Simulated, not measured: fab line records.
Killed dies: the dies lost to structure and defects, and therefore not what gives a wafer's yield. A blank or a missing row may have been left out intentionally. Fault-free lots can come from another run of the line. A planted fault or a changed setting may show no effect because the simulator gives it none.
The tool behind it: which one? :: flow sky130 :: Sampling: 13 lots, 36 wafers, 5 of 708 route steps

## WHAT THE GAUGES READ, wafer by wafer
The record holds no reading of a measuring or inspecting step that can be judged against a usual standard deviation.

## WHICH TOOL RAN EACH LOT (tool, then ch and the chambers of the sampled wafers, then the start)
lot: L647
SKY_METAL3_DESCUM_15: rie metal-01 ch 0, day 38 19:59
SKY_VIA3_CMP_02: cmp-01 ch 0,1,2, day 38 21:31
SKY_VIA3_ETCH_14: rie diel-04 ch 0,1,3, day 39 22:35
SKY_METAL4_METAL_ETCH_18: rie metal-03 ch 0,1, day 42 01:43
SKY_METAL4_STRIP_19: plasma asher-01 ch 0,1, day 42 01:52

lot: L648
SKY_METAL3_DESCUM_15: rie metal-02 ch 0,1, day 39 03:51
SKY_VIA3_CMP_02: cmp-02 ch 0,2,3, day 39 05:02
SKY_VIA3_ETCH_14: rie diel-03 ch 0,1,2, day 40 05:55
SKY_METAL4_METAL_ETCH_18: rie metal-04 ch 0,1, day 42 08:38
SKY_METAL4_STRIP_19: plasma asher-02 ch 0,1, day 42 08:48

lot: L649
SKY_METAL3_DESCUM_15: rie metal-01 ch 0, day 39 08:59
SKY_VIA3_CMP_02: cmp-02 ch 0,1, day 39 10:21
SKY_VIA3_ETCH_14: rie diel-01 ch 1,2, day 40 11:37
SKY_METAL4_METAL_ETCH_18: rie metal-04 ch 0,1, day 42 13:58
SKY_METAL4_STRIP_19: plasma asher-03 ch 0, day 42 14:09

lot: L651
SKY_METAL3_DESCUM_15: rie metal-04 ch 0,1, day 40 03:46
SKY_VIA3_CMP_02: cmp-02 ch 0,1,3, day 40 05:03
SKY_VIA3_ETCH_14: rie diel-04 ch 0,1,2, day 41 05:46
SKY_METAL4_METAL_ETCH_18: rie metal-03 ch 1, day 43 07:59
SKY_METAL4_STRIP_19: plasma asher-02 ch 0,1, day 43 08:20

lot: L652
SKY_METAL3_DESCUM_15: rie metal-02 ch 0,1, day 40 05:34
SKY_VIA3_CMP_02: cmp-02 ch 1,2,3, day 40 07:33
SKY_VIA3_ETCH_14: rie diel-04 ch 0,1,2, day 41 08:01
SKY_METAL4_METAL_ETCH_18: rie metal-03 ch 1, day 43 09:46
SKY_METAL4_STRIP_19: plasma asher-02 ch 0,1, day 43 10:08

lot: L654
SKY_METAL3_DESCUM_15: rie metal-04 ch 1, day 40 19:52
SKY_VIA3_CMP_02: cmp-02 ch 1,2, day 40 21:04
SKY_VIA3_ETCH_14: rie diel-04 ch 1,3, day 41 21:31
SKY_METAL4_METAL_ETCH_18: rie metal-04 ch 0,1, day 43 23:17
SKY_METAL4_STRIP_19: plasma asher-01 ch 0,1, day 43 23:28

lot: L655
SKY_METAL3_DESCUM_15: rie metal-01 ch 0,1, day 41 10:22
SKY_VIA3_CMP_02: cmp-02 ch 0,1,3, day 41 11:37
SKY_VIA3_ETCH_14: rie diel-03 ch 0,1,3, day 42 11:32
SKY_METAL4_METAL_ETCH_18: rie metal-02 ch 0,1, day 44 11:58
SKY_METAL4_STRIP_19: plasma asher-02 ch 0,1, day 44 12:09

lot: L657
SKY_METAL3_DESCUM_15: rie metal-04 ch 0,1, day 41 19:11
SKY_VIA3_CMP_02: cmp-01 ch 1,2,3, day 41 20:22
SKY_VIA3_ETCH_14: rie diel-03 ch 0,1,2, day 42 19:46
SKY_METAL4_METAL_ETCH_18: rie metal-02 ch 0,1, day 44 18:41
SKY_METAL4_STRIP_19: plasma asher-01 ch 0,1, day 44 18:52

lot: L658
SKY_METAL3_DESCUM_15: rie metal-02 ch 0,1, day 42 06:19
SKY_VIA3_CMP_02: cmp-01 ch 0,2,3, day 42 07:40
SKY_VIA3_ETCH_14: rie diel-01 ch 1,2,3, day 43 07:40
SKY_METAL4_METAL_ETCH_18: rie metal-04 ch 0,1, day 45 06:59
SKY_METAL4_STRIP_19: plasma asher-01 ch 0,1, day 45 07:10

lot: L659
SKY_METAL3_DESCUM_15: rie metal-01 ch 0,1, day 42 14:52
SKY_VIA3_CMP_02: cmp-01 ch 1,2,3, day 42 16:11
SKY_VIA3_ETCH_14: rie diel-01 ch 0,1,3, day 43 16:32
SKY_METAL4_METAL_ETCH_18: rie metal-02 ch 0,1, day 45 14:56
SKY_METAL4_STRIP_19: plasma asher-03 ch 0,1, day 45 15:07

lot: L660
SKY_METAL3_DESCUM_15: rie metal-01 ch 0,1, day 42 18:16
SKY_VIA3_CMP_02: cmp-01 ch 0,1,2, day 42 19:25
SKY_VIA3_ETCH_14: rie diel-01 ch 0,1,3, day 43 18:55
SKY_METAL4_METAL_ETCH_18: rie metal-04 ch 0,1, day 45 17:50
SKY_METAL4_STRIP_19: plasma asher-02 ch 0,1, day 45 18:01

lot: L663
SKY_METAL3_DESCUM_15: rie metal-01 ch 0,1, day 43 12:10
SKY_VIA3_CMP_02: cmp-01 ch 1,3, day 43 13:19
SKY_VIA3_ETCH_14: rie diel-04 ch 0,2, day 44 12:10
SKY_METAL4_METAL_ETCH_18: rie metal-04 ch 0,1, day 46 08:20
SKY_METAL4_STRIP_19: plasma asher-01 ch 0,1, day 46 08:31

lot: L666
SKY_METAL3_DESCUM_15: rie metal-04 ch 1, day 44 03:53
SKY_VIA3_CMP_02: cmp-01 ch 0, day 44 05:01
SKY_VIA3_ETCH_14: rie diel-01 ch 3, day 45 03:58
SKY_METAL4_METAL_ETCH_18: rie metal-04 ch 1, day 46 23:59
SKY_METAL4_STRIP_19: plasma asher-02 ch 1, day 47 00:10
- SKY_METAL3_DESCUM_15: chemistry O2, time 8 s.
- SKY_VIA3_CMP_02: polishes SiO2.
- SKY_VIA3_ETCH_14: etches BARC in N2/H2, stops on SiO2, time 45.9 s, target depth 60 nm.
- SKY_METAL4_METAL_ETCH_18: etches the open film in Cl2/BCl3, stops on SiO2, target depth 845 nm, time 183.1 s.
- SKY_METAL4_STRIP_19: strips in O2/N2.

## WHAT THE TOOLS THEMSELVES READ (means of the sampled wafers that have a number; where no wafer has one, the mark that the record gives instead)
SKY_METAL3_DESCUM_15.
lot: L647
tool: rie metal-01
drypump motor current A (A): 5.51
oes product au (a.u.): 1.001
rf fwd power W (W): 146.2

lot: L648
tool: rie metal-02
drypump motor current A (A): 5.30
oes product au (a.u.): 1.002
rf fwd power W (W): 146.5

lot: L649
tool: rie metal-01
drypump motor current A (A): 5.54
oes product au (a.u.): 0.993
rf fwd power W (W): 146.4

lot: L651
tool: rie metal-04
drypump motor current A (A): 5.51
oes product au (a.u.): 0.991
rf fwd power W (W): 146.9

lot: L652
tool: rie metal-02
drypump motor current A (A): 5.31
oes product au (a.u.): 0.998
rf fwd power W (W): 147.0

lot: L654
tool: rie metal-04
drypump motor current A (A): 5.41
oes product au (a.u.): 0.992
rf fwd power W (W): 146.2

lot: L655
tool: rie metal-01
drypump motor current A (A): 5.61
oes product au (a.u.): 0.991
rf fwd power W (W): 147.4

lot: L657
tool: rie metal-04
drypump motor current A (A): 5.52
oes product au (a.u.): 1.001
rf fwd power W (W): 146.6

lot: L658
tool: rie metal-02
drypump motor current A (A): 5.45
oes product au (a.u.): 0.995
rf fwd power W (W): 147.5

lot: L659
tool: rie metal-01
drypump motor current A (A): 5.59
oes product au (a.u.): 0.990
rf fwd power W (W): 147.0

lot: L660
tool: rie metal-01
drypump motor current A (A): 5.61
oes product au (a.u.): 0.987
rf fwd power W (W): 146.5

lot: L663
tool: rie metal-01
drypump motor current A (A): 5.65
oes product au (a.u.): 0.998
rf fwd power W (W): 147.1

lot: L666
tool: rie metal-04
drypump motor current A (A): 5.42
oes product au (a.u.): 1.006
rf fwd power W (W): 146.1

SKY_VIA3_CMP_02.
lot: L647
tool: cmp-01
head pressure psi (psi): 3.991
motor current A (A): 13.6

lot: L648
tool: cmp-02
head pressure psi (psi): 3.990
motor current A (A): 12.3

lot: L649
tool: cmp-02
head pressure psi (psi): 3.999
motor current A (A): 11.2

lot: L651
tool: cmp-02
head pressure psi (psi): 3.999
motor current A (A): 11.8

lot: L652
tool: cmp-02
head pressure psi (psi): 4.000
motor current A (A): 12.9

lot: L654
tool: cmp-02
head pressure psi (psi): 4.004
motor current A (A): 12.6

lot: L655
tool: cmp-02
head pressure psi (psi): 4.012
motor current A (A): 11.8

lot: L657
tool: cmp-01
head pressure psi (psi): 3.998
motor current A (A): 12.8

lot: L658
tool: cmp-01
head pressure psi (psi): 4.003
motor current A (A): 13.3

lot: L659
tool: cmp-01
head pressure psi (psi): 4.001
motor current A (A): 13.0

lot: L660
tool: cmp-01
head pressure psi (psi): 4.006
motor current A (A): 13.4

lot: L663
tool: cmp-01
head pressure psi (psi): 4.005
motor current A (A): 11.7

lot: L666
tool: cmp-01
head pressure psi (psi): 3.999
motor current A (A): 13.2

SKY_VIA3_ETCH_14.
lot: L647
tool: rie diel-04
drypump motor current A (A): 5.7
oes product au (a.u.): 0.851
rf fwd power W (W): 495.9
throttle valve pct (%): 13.229

lot: L648
tool: rie diel-03
drypump motor current A (A): 5.6
oes product au (a.u.): 0.854
rf fwd power W (W): 494.1
throttle valve pct (%): 13.232

lot: L649
tool: rie diel-01
drypump motor current A (A): 6.3
oes product au (a.u.): 0.855
rf fwd power W (W): 496.3
throttle valve pct (%): 13.223

lot: L651
tool: rie diel-04
drypump motor current A (A): 5.8
oes product au (a.u.): 0.849
rf fwd power W (W): 494.6
throttle valve pct (%): 13.231

lot: L652
tool: rie diel-04
drypump motor current A (A): 5.9
oes product au (a.u.): 0.854
rf fwd power W (W): 493.5
throttle valve pct (%): 13.237

lot: L654
tool: rie diel-04
drypump motor current A (A): 5.4
oes product au (a.u.): 0.856
rf fwd power W (W): 493.9
throttle valve pct (%): 13.231

lot: L655
tool: rie diel-03
drypump motor current A (A): 6.0
oes product au (a.u.): 0.854
rf fwd power W (W): 495.2
throttle valve pct (%): 13.216

lot: L657
tool: rie diel-03
drypump motor current A (A): 5.6
oes product au (a.u.): 0.854
rf fwd power W (W): 493.5
throttle valve pct (%): 13.228

lot: L658
tool: rie diel-01
drypump motor current A (A): 6.1
oes product au (a.u.): 0.855
rf fwd power W (W): 495.9
throttle valve pct (%): 13.226

lot: L659
tool: rie diel-01
drypump motor current A (A): 5.9
oes product au (a.u.): 0.853
rf fwd power W (W): 495.8
throttle valve pct (%): 13.230

lot: L660
tool: rie diel-01
drypump motor current A (A): 5.9
oes product au (a.u.): 0.857
rf fwd power W (W): 495.1
throttle valve pct (%): 13.226

lot: L663
tool: rie diel-04
drypump motor current A (A): 6.0
oes product au (a.u.): 0.857
rf fwd power W (W): 496.1
throttle valve pct (%): 13.219

lot: L666
tool: rie diel-01
drypump motor current A (A): 5.7
oes product au (a.u.): 0.856
rf fwd power W (W): 498.0
throttle valve pct (%): 13.220

SKY_METAL4_METAL_ETCH_18.
lot: L647
tool: rie metal-03
drypump motor current A (A): 5.9
oes product au (a.u.): 0.864
rf fwd power W (W): 892
throttle valve pct (%): 22.265

lot: L648
tool: rie metal-04
drypump motor current A (A): 5.6
oes product au (a.u.): 0.867
rf fwd power W (W): 897
throttle valve pct (%): 22.268

lot: L649
tool: rie metal-04
drypump motor current A (A): 5.5
oes product au (a.u.): 0.867
rf fwd power W (W): 897
throttle valve pct (%): 22.268

lot: L651
tool: rie metal-03
drypump motor current A (A): 6.2
oes product au (a.u.): 0.862
rf fwd power W (W): 897
throttle valve pct (%): 22.262

lot: L652
tool: rie metal-03
drypump motor current A (A): 6.2
oes product au (a.u.): 0.872
rf fwd power W (W): 894
throttle valve pct (%): 22.262

lot: L654
tool: rie metal-04
drypump motor current A (A): 5.6
oes product au (a.u.): 0.865
rf fwd power W (W): 895
throttle valve pct (%): 22.264

lot: L655
tool: rie metal-02
drypump motor current A (A): 5.3
oes product au (a.u.): 0.862
rf fwd power W (W): 895
throttle valve pct (%): 22.261

lot: L657
tool: rie metal-02
drypump motor current A (A): 5.3
oes product au (a.u.): 0.857
rf fwd power W (W): 894
throttle valve pct (%): 22.261

lot: L658
tool: rie metal-04
drypump motor current A (A): 5.6
oes product au (a.u.): 0.864
rf fwd power W (W): 899
throttle valve pct (%): 22.264

lot: L659
tool: rie metal-02
drypump motor current A (A): 5.3
oes product au (a.u.): 0.858
rf fwd power W (W): 897
throttle valve pct (%): 22.256

lot: L660
tool: rie metal-04
drypump motor current A (A): 5.5
oes product au (a.u.): 0.878
rf fwd power W (W): 899
throttle valve pct (%): 22.265

lot: L663
tool: rie metal-04
drypump motor current A (A): 5.6
oes product au (a.u.): 0.802
rf fwd power W (W): 898
throttle valve pct (%): 22.261

lot: L666
tool: rie metal-04
drypump motor current A (A): 5.4
oes product au (a.u.): 0.870
rf fwd power W (W): 895
throttle valve pct (%): 22.259

SKY_METAL4_STRIP_19.
lot: L647
tool: plasma asher-01
drypump motor current A (A): 5.90
oes product au (a.u.): 0.501
strip time to endpoint s (s): 6.55

lot: L648
tool: plasma asher-02
drypump motor current A (A): 5.72
oes product au (a.u.): 0.509
strip time to endpoint s (s): 6.68

lot: L649
tool: plasma asher-03
drypump motor current A (A): 5.97
oes product au (a.u.): 0.500
strip time to endpoint s (s): 6.53

lot: L651
tool: plasma asher-02
drypump motor current A (A): 5.86
oes product au (a.u.): 0.499
strip time to endpoint s (s): 6.55

lot: L652
tool: plasma asher-02
drypump motor current A (A): 5.70
oes product au (a.u.): 0.502
strip time to endpoint s (s): 6.54

lot: L654
tool: plasma asher-01
drypump motor current A (A): 5.92
oes product au (a.u.): 0.507
strip time to endpoint s (s): 6.62

lot: L655
tool: plasma asher-02
drypump motor current A (A): 5.72
oes product au (a.u.): 0.507
strip time to endpoint s (s): 6.56

lot: L657
tool: plasma asher-01
drypump motor current A (A): 5.93
oes product au (a.u.): 0.501
strip time to endpoint s (s): 6.51

lot: L658
tool: plasma asher-01
drypump motor current A (A): 5.93
oes product au (a.u.): 0.506
strip time to endpoint s (s): 6.54

lot: L659
tool: plasma asher-03
drypump motor current A (A): 5.87
oes product au (a.u.): 0.506
strip time to endpoint s (s): 6.55

lot: L660
tool: plasma asher-02
drypump motor current A (A): 5.72
oes product au (a.u.): 0.502
strip time to endpoint s (s): 6.59

lot: L663
tool: plasma asher-01
drypump motor current A (A): 5.92
oes product au (a.u.): 0.554
strip time to endpoint s (s): 7.79

lot: L666
tool: plasma asher-02
drypump motor current A (A): 5.58
oes product au (a.u.): 0.508
strip time to endpoint s (s): 6.53

## THE ANSWER, worked out from the rows above alone
Rule: what is usual is taken from the lots themselves. The widest of any qualifying gaps counts: lots, ordered by their means at a reading, are off when they make up no more than a third of the lots, leave a main group of 4 or more, and stand apart from it by 3 or more times the standard deviation of that group's means. A main group is skipped when, at the precision printed for the reading in the tables above, its means are all equal. A lot without any number at a reading at which 4 lots or more have one is off too. The other lots that the step has rows for count as sound. The gauges are gone through in route order, then the tools' own readings, and for those a lot's mean is taken as printed above. The first step at which some lot is off is used, and at that step the reading that is off furthest; a lot without a number counts as furthest.
Off: L663 (SKY_METAL4_METAL_ETCH_18, oes product au). For the main group the mean is 0.865 a.u. and the standard deviation 0.0056.
If a tool, at that step or one of the process steps before it, ran each lot that is off and ran no sound lot following the first of them, it fits. Can't be told from this: 2 tools fit, rie metal-01 at SKY_METAL3_DESCUM_15, rie diel-04 at SKY_VIA3_ETCH_14.

## WHAT THE SIMULATOR HAD INSERTED
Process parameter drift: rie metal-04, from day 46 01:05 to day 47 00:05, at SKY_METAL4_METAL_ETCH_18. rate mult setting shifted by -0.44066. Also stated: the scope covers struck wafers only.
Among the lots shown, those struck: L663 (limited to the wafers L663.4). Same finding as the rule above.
